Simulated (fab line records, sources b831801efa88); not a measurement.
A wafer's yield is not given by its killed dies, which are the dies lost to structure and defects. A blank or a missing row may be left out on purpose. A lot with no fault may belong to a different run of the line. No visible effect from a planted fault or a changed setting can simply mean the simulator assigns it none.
fab line records	flow gf180mcu
record lots=24	wafers=72	last-day=34
route steps=602 shown M2@366 V3@432 V4@479
lots untouched by any fault: they come from a run of this same line in which no faults occurred
start-h: start of the lot's first displayed wafer, in hours after the record's first day	wait-h: hours elapsed since this lot's preceding step	" same as the row above	L1.1+2: one row covering several wafers at once	- value missing, or start not given	* or withheld: withheld	< > ~ a bound
route shown NAME@n: NAME is a module with steps in the file, n the number in the route of the first one	usual: average and standard deviation across the fault-free wafers	same: alike in all rows	chamber/n: place in a boat	sites: readings site by site	_std_site: their standard deviation	_edge_site: inner sites' mean taken away from outer sites' mean	radius-mm: how far each site lies from the wafer's centre	mask NAME#n: copy n	behind: tool/chamber where the wafer was last shaped	hold: the reason the lot was held/the length of the hold in hours/how it ended	device: which transistor (n, p or np) failed to switch	end of line: the tests these same wafers got at the end of their route	a step with no rows: only its recipe	killed: dies lost to structure and defects at the first sort, not the wafer's yield	map: shows each die of a wafer: x if killed, . if not, _ if none is there
set.NAME: the setting that was run; set.NAME@STEP: the one run at that earlier step	model.NAME: the simulator's own value behind a step, which no gauge read
route steps across a sampled set of lots; one table per step, one row per wafer
services: the hour from which a tool's chamber was out of use, counted from the record's first day as start-h (under 0 if before that day), plus the number of hours and why
## steps
# step GF_M2_SPUTTER_04
# recipe material=TiN	target-thk-nm=50	power-w=6500	time-s=41.7	chamber-pressure-pa=0.4
# usual throttle-valve-pct=30.2/1.3
lot.wafer	tool	chamber	start-h	wait-h	throttle-valve-pct
L074.1	pvd-sputter-02	-	406.06	0.0	30.1
L074.3	"	-	"	"	28.7
L074.4	"	-	"	"	29.6
L075.4	pvd-sputter-03	-	415.54	0.0	30.0
L075.5	"	-	"	"	29.9
L075.6	"	-	"	"	31.7
L076.1	pvd-sputter-03	-	426.96	0.0	29.9
L076.3	"	-	"	"	30.2
L076.6	"	-	"	"	30.2
L077.1	pvd-sputter-03	-	438.05	0.0	31.0
L077.2	"	-	"	"	29.8
L077.4	"	-	"	"	30.1
L078.1	pvd-sputter-02	-	443.68	0.0	30.9
L078.3	"	-	"	"	30.0
L078.4	"	-	"	"	29.6
L079.2	pvd-sputter-03	-	460.54	0.0	31.8
L079.4	"	-	"	"	30.1
L079.6	"	-	"	"	30.0
L080.1	pvd-sputter-04	-	471.77	0.0	30.1
L080.2	"	-	"	"	27.2
L080.5	"	-	"	"	32.4
L081.2	pvd-sputter-03	-	477.25	0.0	30.0
L081.3	"	-	"	"	31.7
L081.4	"	-	"	"	30.8
L082.1	pvd-sputter-04	-	490.66	0.0	30.0
L082.3	"	-	"	"	30.0
L082.5	"	-	"	"	32.1
L083.1	pvd-sputter-02	-	496.10	0.0	29.9
L083.2	"	-	"	"	31.0
L083.6	"	-	"	"	30.8
L084.1	pvd-sputter-04	-	509.41	0.0	29.9
L084.4	"	-	"	"	32.0
L084.5	"	-	"	"	30.1
L085.2	pvd-sputter-04	-	514.32	0.0	31.9
L085.5	"	-	"	"	29.8
L085.6	"	-	"	"	27.1
L086.1	pvd-sputter-04	-	521.85	0.0	30.0
L086.2	"	-	"	"	30.0
L086.4	"	-	"	"	27.0
L087.1	pvd-sputter-04	-	530.72	0.0	27.0
L087.4	"	-	"	"	31.9
L087.5	"	-	"	"	26.8
L088.1	pvd-sputter-03	-	537.41	0.0	30.9
L088.3	"	-	"	"	29.8
L088.5	"	-	"	"	30.0
L089.3	pvd-sputter-04	-	540.66	0.0	30.0
L089.5	"	-	"	"	30.1
L089.6	"	-	"	"	26.9
L090.1	pvd-sputter-03	-	554.05	0.0	31.7
L090.5	"	-	"	"	30.2
L090.6	"	-	"	"	31.9
L091.1	pvd-sputter-02	-	566.55	0.0	30.0
L091.3	"	-	"	"	29.6
L091.5	"	-	"	"	29.5
L093.4	pvd-sputter-03	-	579.66	0.0	30.1
L093.5	"	-	"	"	30.9
L093.6	"	-	"	"	31.8
L092.3	pvd-sputter-04	-	580.77	0.0	27.3
L092.4	"	-	"	"	32.0
L092.5	"	-	"	"	30.0
L094.1	pvd-sputter-03	-	584.53	0.0	31.7
L094.4	"	-	"	"	31.1
L094.6	"	-	"	"	32.0
L095.1	pvd-sputter-02	-	594.66	0.0	29.6
L095.2	"	-	"	"	31.2
L095.6	"	-	"	"	29.4
L096.2	pvd-sputter-02	-	606.75	0.0	29.1
L096.3	"	-	"	"	29.6
L096.4	"	-	"	"	30.8
L097.3	pvd-sputter-03	-	607.71	0.0	30.2
L097.4	"	-	"	"	30.0
L097.5	"	-	"	"	31.6
# step GF_V3_THK_MEAS_03
# recipe reads=SiO2_of_V3_CVD_02
# usual V3_CVD_02_THK=851/10
lot.wafer	tool	chamber	start-h	wait-h	V3_CVD_02_THK[nm]
L074.1	film-metro-04	-	483.93	0.0	839
L074.3	"	-	"	"	849
L074.4	"	-	"	"	865
L075.4	film-metro-04	-	492.15	0.0	863
L075.5	"	-	"	"	852
L075.6	"	-	"	"	854
L076.1	film-metro-02	-	503.46	0.0	847
L076.3	"	-	"	"	849
L076.6	"	-	"	"	848
L077.1	film-metro-04	-	513.26	0.0	846
L077.2	"	-	"	"	845
L077.4	"	-	"	"	861
L078.1	film-metro-01	-	519.82	0.0	850
L078.3	"	-	"	"	852
L078.4	"	-	"	"	861
L079.2	film-metro-04	-	535.74	0.0	842
L079.4	"	-	"	"	859
L079.6	"	-	"	"	866
L080.1	film-metro-01	-	546.33	0.0	844
L080.2	"	-	"	"	836
L080.5	"	-	"	"	864
L081.2	film-metro-04	-	551.42	0.0	831
L081.3	"	-	"	"	842
L081.4	"	-	"	"	854
L082.1	film-metro-01	-	563.61	0.0	848
L082.3	"	-	"	"	845
L082.5	"	-	"	"	859
L083.1	film-metro-04	-	568.23	0.0	837
L083.2	"	-	"	"	845
L083.6	"	-	"	"	857
L084.1	film-metro-04	-	580.95	0.1	837
L084.4	"	-	"	"	856
L084.5	"	-	"	"	854
L085.2	film-metro-01	-	585.52	0.0	848
L085.5	"	-	"	"	860
L085.6	"	-	"	"	853
L086.1	film-metro-01	-	591.06	0.0	842
L086.2	"	-	"	"	845
L086.4	"	-	"	"	851
L087.1	film-metro-04	-	600.07	0.0	854
L087.4	"	-	"	"	859
L087.5	"	-	"	"	859
L088.1	film-metro-01	-	607.28	0.0	841
L088.3	"	-	"	"	829
L088.5	"	-	"	"	842
L089.3	film-metro-04	-	609.68	0.1	844
L089.5	"	-	"	"	868
L089.6	"	-	"	"	861
L090.1	film-metro-04	-	621.62	0.0	833
L090.5	"	-	"	"	848
L090.6	"	-	"	"	856
L091.1	film-metro-04	-	633.53	0.1	845
L091.3	"	-	"	"	848
L091.5	"	-	"	"	865
L093.4	film-metro-04	-	648.48	0.0	863
L093.5	"	-	"	"	860
L093.6	"	-	"	"	875
L092.3	film-metro-04	-	649.78	0.1	843
L092.4	"	-	"	"	862
L092.5	"	-	"	"	843
L094.1	film-metro-01	-	651.06	0.0	849
L094.4	"	-	"	"	860
L094.6	"	-	"	"	859
L095.1	film-metro-04	-	658.71	0.0	848
L095.2	"	-	"	"	865
L095.6	"	-	"	"	867
L096.2	film-metro-02	-	672.35	0.0	849
L096.3	"	-	"	"	850
L096.4	"	-	"	"	866
L097.3	film-metro-01	-	673.28	0.1	847
L097.4	"	-	"	"	847
L097.5	"	-	"	"	857
# step GF_V3_ETCH_16
# recipe chemistry=N2/H2	target-depth-a=withheld	overetch-a=withheld	time-s=withheld	target=BARC	ion-energy-ev=200	source-w=500	bias-w=100	pressure-mtorr=30	n2-flow-sccm=100	h2-flow-sccm=200
# usual drypump-motor-current-A=5.8/0.33	oes-product-au=0.855/0.0049	throttle-valve-pct=13.225/0.0088
lot.wafer	tool	chamber	start-h	wait-h	drypump-motor-current-A	oes-product-au	throttle-valve-pct
L074.1	rie-diel-03	3	508.11	0.0	5.3	0.856	13.221
L074.3	"	1	"	"	6.3	0.852	13.230
L074.4	"	0	"	"	5.8	0.865	13.219
L075.4	rie-diel-01	0	516.16	0.0	5.3	0.855	13.234
L075.5	"	1	"	"	5.7	0.852	13.214
L075.6	"	0	"	"	5.4	0.855	13.218
L076.1	rie-diel-01	3	527.26	0.0	5.6	0.851	13.232
L076.3	"	2	"	"	5.6	0.853	13.215
L076.6	"	3	"	"	5.7	0.856	13.238
L077.1	rie-diel-01	2	537.18	0.0	5.6	0.854	13.238
L077.2	"	3	"	"	5.7	0.843	13.225
L077.4	"	3	"	"	5.7	0.858	13.209
L078.1	rie-diel-03	3	542.51	0.0	5.3	0.856	13.227
L078.3	"	0	"	"	5.8	0.843	13.225
L078.4	"	0	"	"	5.8	0.852	13.205
L079.2	rie-diel-01	3	558.43	0.0	5.6	0.853	13.228
L079.4	"	2	"	"	5.6	0.855	13.233
L079.6	"	3	"	"	5.7	0.855	13.214
L080.1	rie-diel-03	0	568.63	0.0	5.8	0.858	13.227
L080.2	"	2	"	"	6.1	0.859	13.230
L080.5	"	3	"	"	5.3	0.850	13.228
L081.2	rie-diel-01	0	573.18	0.0	5.3	0.856	13.232
L081.3	"	2	"	"	5.6	0.856	13.219
L081.4	"	1	"	"	5.7	0.852	13.226
L082.1	rie-diel-04	1	585.78	0.0	6.3	0.860	13.235
L082.3	"	0	"	"	5.7	0.852	13.214
L082.5	"	0	"	"	5.7	0.855	13.229
L083.1	rie-diel-03	3	589.86	0.0	5.3	0.857	13.238
L083.2	"	1	"	"	6.3	0.851	13.219
L083.6	"	0	"	"	5.8	0.862	13.215
L084.1	rie-diel-03	2	602.96	0.0	6.2	0.853	13.238
L084.4	"	2	"	"	6.2	0.850	13.228
L084.5	"	1	"	"	6.3	0.853	13.203
L085.2	rie-diel-03	3	606.93	0.0	5.3	0.860	13.216
L085.5	"	2	"	"	6.2	0.860	13.224
L085.6	"	3	"	"	5.3	0.856	13.219
L086.1	rie-diel-01	2	612.88	0.0	5.6	0.855	13.231
L086.2	"	0	"	"	5.4	0.853	13.235
L086.4	"	3	"	"	5.7	0.851	13.240
L087.1	rie-diel-03	1	621.03	0.0	6.3	0.843	13.226
L087.4	"	2	"	"	6.1	0.860	13.214
L087.5	"	1	"	"	6.3	0.853	13.237
L088.1	rie-diel-04	2	629.03	0.0	5.9	0.850	13.214
L088.3	"	0	"	"	5.7	0.863	13.229
L088.5	"	1	"	"	6.4	0.859	13.229
L089.3	rie-diel-01	3	630.06	0.0	5.6	0.856	13.230
L089.5	"	0	"	"	5.3	0.862	13.239
L089.6	"	1	"	"	5.7	0.845	13.230
L090.1	rie-diel-04	3	645.76	0.0	6.2	0.864	13.228
L090.5	"	0	"	"	5.7	0.865	13.216
L090.6	"	3	"	"	6.2	0.853	13.211
L091.1	rie-diel-04	2	655.08	0.0	5.8	0.861	13.233
L091.3	"	1	"	"	6.3	0.855	13.237
L091.5	"	3	"	"	6.2	0.851	13.234
L093.4	rie-diel-04	2	668.06	0.0	5.8	0.865	13.224
L093.5	"	3	"	"	6.2	0.850	13.222
L093.6	"	2	"	"	5.8	0.852	13.224
L092.3	rie-diel-01	2	669.68	0.0	5.6	0.859	13.211
L092.4	"	0	"	"	5.3	0.862	13.231
L092.5	"	0	"	"	5.3	0.857	13.208
L094.1	rie-diel-04	1	670.86	0.0	6.3	0.859	13.226
L094.4	"	3	"	"	6.2	0.861	13.224
L094.6	"	1	"	"	6.4	0.860	13.227
L095.1	rie-diel-01	0	678.51	0.0	5.3	0.858	13.226
L095.2	"	3	"	"	5.6	0.856	13.222
L095.6	"	3	"	"	5.7	0.861	13.221
L096.2	rie-diel-03	1	691.38	0.0	6.3	0.853	13.212
L096.3	"	0	"	"	5.8	0.848	13.232
L096.4	"	2	"	"	6.2	0.854	13.223
L097.3	rie-diel-03	2	692.46	0.0	6.2	0.858	13.218
L097.4	"	0	"	"	5.8	0.852	13.208
L097.5	"	3	"	"	5.3	0.851	13.233
# step GF_V3_RS_MEAS_24
# recipe thk-meas-gauge=four-point-probe	reads=W_of_V3_CVD_23+TiN_of_V3_SPUTTER_22+Ti_of_V3_SPUTTER_21
# usual V3_W_RS=0.327/0.0034
lot.wafer	tool	chamber	start-h	wait-h	V3_W_RS[ohm/sq]
L074.1	film-metro-04	-	508.99	0.1	0.326
L074.3	"	-	"	"	0.326
L074.4	"	-	"	"	0.324
L075.4	film-metro-04	-	517.13	0.1	0.325
L075.5	"	-	"	"	0.329
L075.6	"	-	"	"	0.326
L076.1	film-metro-04	-	528.23	0.1	0.329
L076.3	"	-	"	"	0.330
L076.6	"	-	"	"	0.327
L077.1	film-metro-01	-	538.12	0.1	0.323
L077.2	"	-	"	"	0.323
L077.4	"	-	"	"	0.324
L078.1	film-metro-02	-	543.39	0.1	0.326
L078.3	"	-	"	"	0.325
L078.4	"	-	"	"	0.326
L079.2	film-metro-02	-	559.32	0.1	0.328
L079.4	"	-	"	"	0.323
L079.6	"	-	"	"	0.325
L080.1	film-metro-02	-	569.54	0.1	0.327
L080.2	"	-	"	"	0.325
L080.5	"	-	"	"	0.331
L081.2	film-metro-02	-	574.11	0.1	0.321
L081.3	"	-	"	"	0.323
L081.4	"	-	"	"	0.324
L082.1	film-metro-02	-	586.65	0.1	0.328
L082.3	"	-	"	"	0.327
L082.5	"	-	"	"	0.330
L083.1	film-metro-02	-	590.74	0.1	0.325
L083.2	"	-	"	"	0.327
L083.6	"	-	"	"	0.327
L084.1	film-metro-02	-	603.84	0.1	0.325
L084.4	"	-	"	"	0.325
L084.5	"	-	"	"	0.331
L085.2	film-metro-01	-	607.97	0.2	0.334
L085.5	"	-	"	"	0.333
L085.6	"	-	"	"	0.329
L086.1	film-metro-02	-	613.87	0.2	0.337
L086.2	"	-	"	"	0.335
L086.4	"	-	"	"	0.334
L087.1	film-metro-01	-	621.90	0.1	0.328
L087.4	"	-	"	"	0.320
L087.5	"	-	"	"	0.328
L088.1	film-metro-02	-	629.93	0.1	0.333
L088.3	"	-	"	"	0.333
L088.5	"	-	"	"	0.331
L089.3	film-metro-04	-	631.13	0.1	0.326
L089.5	"	-	"	"	0.322
L089.6	"	-	"	"	0.326
L090.1	film-metro-02	-	646.98	0.1	0.333
L090.5	"	-	"	"	0.326
L090.6	"	-	"	"	0.336
L091.1	film-metro-04	-	655.96	0.1	0.323
L091.3	"	-	"	"	0.330
L091.5	"	-	"	"	0.325
L093.4	film-metro-04	-	669.01	0.1	0.331
L093.5	"	-	"	"	0.325
L093.6	"	-	"	"	0.326
L092.3	film-metro-04	-	670.59	0.1	0.327
L092.4	"	-	"	"	0.327
L092.5	"	-	"	"	0.329
L094.1	film-metro-02	-	671.74	0.1	0.325
L094.4	"	-	"	"	0.329
L094.6	"	-	"	"	0.325
L095.1	film-metro-02	-	679.42	0.1	0.332
L095.2	"	-	"	"	0.317
L095.6	"	-	"	"	0.325
L096.2	film-metro-01	-	692.27	0.1	0.328
L096.3	"	-	"	"	0.323
L096.4	"	-	"	"	0.326
L097.3	film-metro-04	-	693.38	0.1	0.330
L097.4	"	-	"	"	0.327
L097.5	"	-	"	"	0.330
# step GF_V3_CMP_26
# recipe stop-on=SiO2	down-force-psi=3.5	platen-rpm=60	t-overpolish-s=15	target-thk-nm=0	pad-velocity-m-s=0.94248
# usual motor-current-A=12.1/0.72	overpolish-run-s=15.000/0.0085	time-to-endpoint-s=84.0/2.7
# same t-overpolish-s=15
lot.wafer	tool	chamber	start-h	wait-h	motor-current-A	overpolish-run-s	time-to-endpoint-s
L074.4	cmp-01	3	509.17	0.0	12.2	15.014	83.6
L074.3	"	1	"	"	11.6	14.993	84.4
L074.1	"	2	"	"	10.7	15.010	88.7
L075.4	cmp-01	1	517.35	0.1	12.2	15.000	86.7
L075.5	"	3	"	"	12.2	15.004	80.8
L075.6	"	0	"	"	12.7	14.997	85.5
L076.1	cmp-02	1	528.46	0.1	11.8	14.995	83.7
L076.3	"	2	"	"	11.9	14.989	85.7
L076.6	"	0	"	"	12.4	14.995	88.0
L077.4	cmp-02	3	538.30	0.0	12.8	15.006	81.1
L077.2	"	1	"	"	12.3	15.000	83.3
L077.1	"	2	"	"	12.5	15.002	84.5
L078.1	cmp-01	2	543.57	0.1	11.0	14.999	85.0
L078.3	"	3	"	"	11.6	15.013	83.1
L078.4	"	1	"	"	11.8	15.005	82.7
L079.2	cmp-01	1	559.48	0.0	11.0	14.991	81.5
L079.4	"	3	"	"	11.9	14.993	80.5
L079.6	"	1	"	"	11.5	14.997	86.0
L080.1	cmp-02	0	569.72	0.1	11.6	15.012	86.0
L080.2	"	1	"	"	12.0	15.002	82.1
L080.5	"	1	"	"	12.4	14.985	80.3
L081.2	cmp-02	0	574.27	0.0	12.6	15.002	85.1
L081.4	"	1	"	"	12.3	15.002	80.2
L081.3	"	2	"	"	11.8	15.010	86.4
L082.1	cmp-02	1	586.88	0.1	12.7	14.993	84.3
L082.3	"	2	"	"	12.0	14.997	85.6
L082.5	"	1	"	"	12.3	15.015	82.1
L083.2	cmp-02	1	591.02	0.1	11.9	15.006	87.5
L083.1	"	2	"	"	11.5	15.017	88.0
L083.6	"	0	"	"	12.0	15.001	84.0
L084.1	cmp-01	1	604.02	0.1	11.8	14.986	86.4
L084.4	"	3	"	"	11.8	15.008	78.1
L084.5	"	2	"	"	10.6	14.995	84.4
L085.2	cmp-01	2	608.23	0.1	10.6	14.985	82.2
L085.6	"	0	"	"	13.3	14.998	81.9
L085.5	"	1	"	"	11.1	14.981	79.3
L086.2	cmp-01	0	614.05	0.0	12.7	14.998	81.8
L086.1	"	2	"	"	10.9	14.999	82.4
L086.4	"	3	"	"	11.7	15.013	82.2
L087.4	cmp-02	0	626.62	4.6	11.6	15.000	83.2
L087.1	"	3	"	"	13.4	15.000	81.6
L087.5	"	1	"	"	12.0	15.004	83.7
L088.1	cmp-02	1	631.13	1.1	12.1	15.011	81.1
L088.3	"	0	"	"	12.4	14.996	81.6
L088.5	"	2	"	"	12.8	15.010	82.4
L089.3	cmp-02	1	633.42	2.2	12.7	14.999	85.1
L089.6	"	0	"	"	12.5	14.993	85.1
L089.5	"	1	"	"	11.8	15.007	88.6
L090.1	cmp-02	3	647.31	0.2	13.1	15.014	81.6
L090.5	"	0	"	"	12.4	15.012	84.5
L090.6	"	1	"	"	12.0	15.005	80.9
L091.1	cmp-02	0	656.84	0.7	11.9	15.015	84.0
L091.3	"	1	"	"	11.9	14.995	78.9
L091.5	"	0	"	"	13.0	14.988	84.4
L093.4	cmp-01	2	669.18	0.1	11.1	15.002	85.5
L093.6	"	1	"	"	11.9	14.992	84.9
L093.5	"	2	"	"	11.3	14.998	85.1
L092.4	cmp-01	3	670.78	0.1	11.4	15.015	85.1
L092.3	"	0	"	"	13.3	14.985	86.5
L092.5	"	3	"	"	11.6	15.020	82.5
L094.4	cmp-02	1	672.02	0.1	11.9	14.998	82.5
L094.1	"	2	"	"	11.7	14.990	86.1
L094.6	"	3	"	"	13.7	14.997	85.3
L095.2	cmp-01	2	679.60	0.0	10.8	14.997	91.4
L095.1	"	0	"	"	13.0	15.011	84.7
L095.6	"	2	"	"	11.7	15.006	90.6
L096.4	cmp-01	2	692.43	0.0	10.6	14.998	82.6
L096.3	"	3	"	"	11.9	15.005	80.9
L096.2	"	0	"	"	12.7	14.999	82.0
L097.3	cmp-02	1	693.57	0.1	12.3	14.988	86.7
L097.4	"	3	"	"	12.9	14.986	85.9
L097.5	"	0	"	"	12.3	14.989	86.6
# step GF_V4_THK_MEAS_03
# recipe reads=SiO2_of_V4_CVD_02
# usual V4_CVD_02_THK=853/10
lot.wafer	tool	chamber	start-h	wait-h	V4_CVD_02_THK[nm]
L074.1	film-metro-03	-	533.93	0.0	826
L074.3	"	-	"	"	843
L074.4	"	-	"	"	846
L075.4	film-metro-01	-	541.64	0.0	870
L075.5	"	-	"	"	872
L075.6	"	-	"	"	860
L076.1	film-metro-03	-	552.75	0.0	852
L076.3	"	-	"	"	846
L076.6	"	-	"	"	845
L077.1	film-metro-01	-	562.06	0.0	846
L077.2	"	-	"	"	845
L077.4	"	-	"	"	864
L078.1	film-metro-03	-	566.96	0.0	852
L078.3	"	-	"	"	851
L078.4	"	-	"	"	858
L079.2	film-metro-01	-	583.03	0.0	846
L079.4	"	-	"	"	868
L079.6	"	-	"	"	855
L080.1	film-metro-04	-	592.67	0.0	841
L080.2	"	-	"	"	841
L080.5	"	-	"	"	862
L081.2	film-metro-04	-	596.87	0.0	846
L081.3	"	-	"	"	857
L081.4	"	-	"	"	862
L082.1	film-metro-04	-	608.90	0.0	841
L082.3	"	-	"	"	854
L082.5	"	-	"	"	870
L083.1	film-metro-03	-	613.99	0.0	863
L083.2	"	-	"	"	854
L083.6	"	-	"	"	875
L084.1	film-metro-01	-	625.67	0.0	835
L084.4	"	-	"	"	851
L084.5	"	-	"	"	857
L085.2	film-metro-04	-	630.22	0.0	838
L085.5	"	-	"	"	854
L085.6	"	-	"	"	858
L086.1	film-metro-01	-	634.17	0.0	849
L086.2	"	-	"	"	857
L086.4	"	-	"	"	869
L087.1	film-metro-03	-	647.22	0.0	859
L087.4	"	-	"	"	862
L087.5	"	-	"	"	858
L088.1	film-metro-04	-	652.09	0.0	851
L088.3	"	-	"	"	851
L088.5	"	-	"	"	867
L089.3	film-metro-01	-	654.54	0.1	854
L089.5	"	-	"	"	870
L089.6	"	-	"	"	871
L090.1	film-metro-04	-	668.03	0.0	856
L090.5	"	-	"	"	871
L090.6	"	-	"	"	861
L091.1	film-metro-01	-	677.62	0.0	844
L091.3	"	-	"	"	845
L091.5	"	-	"	"	855
L093.4	film-metro-04	-	690.16	0.0	833
L093.5	"	-	"	"	858
L093.6	"	-	"	"	853
L092.3	film-metro-01	-	691.42	0.1	844
L092.4	"	-	"	"	855
L092.5	"	-	"	"	858
L094.1	film-metro-04	-	691.91	0.0	849
L094.4	"	-	"	"	855
L094.6	"	-	"	"	863
L095.1	film-metro-03	-	700.15	0.0	855
L095.2	"	-	"	"	845
L095.6	"	-	"	"	856
L096.2	film-metro-04	-	712.20	0.0	839
L096.3	"	-	"	"	842
L096.4	"	-	"	"	860
L097.3	film-metro-04	-	713.34	0.1	847
L097.4	"	-	"	"	863
L097.5	"	-	"	"	862
## services
tool	chamber	start-h	hours	kind
cmp-02	-	385.19	4.3	repair
rie-diel-03	0	386.24	3.3	repair
rie-diel-04	-	395.48	15.6	pm
cmp-02	-	404.09	4.0	pm
rie-diel-04	1	418.62	9.3	repair
pvd-sputter-04	-	437.73	4.5	repair
pvd-sputter-02	-	441.46	2.0	repair
pvd-sputter-02	-	454.16	1.8	repair
rie-diel-01	0	523.78	6.3	repair
pvd-sputter-04	-	524.49	0.7	repair
cmp-01	-	527.73	6.5	pm
pvd-sputter-04	-	530.81	2.1	repair
rie-diel-01	0	534.45	6.8	repair
cmp-01	-	572.00	4.0	pm
rie-diel-01	-	583.99	2.8	pm
cmp-02	-	593.05	4.1	repair
rie-diel-03	3	599.30	4.8	repair
cmp-02	-	618.42	6.4	repair
cmp-01	-	618.97	20.4	repair
rie-diel-01	2	638.62	6.2	repair
cmp-02	-	648.27	1.9	repair
cmp-01	-	654.07	3.7	pm
rie-diel-03	3	679.75	1.6	repair
pvd-sputter-04	-	683.54	5.1	repair
## key
fault none
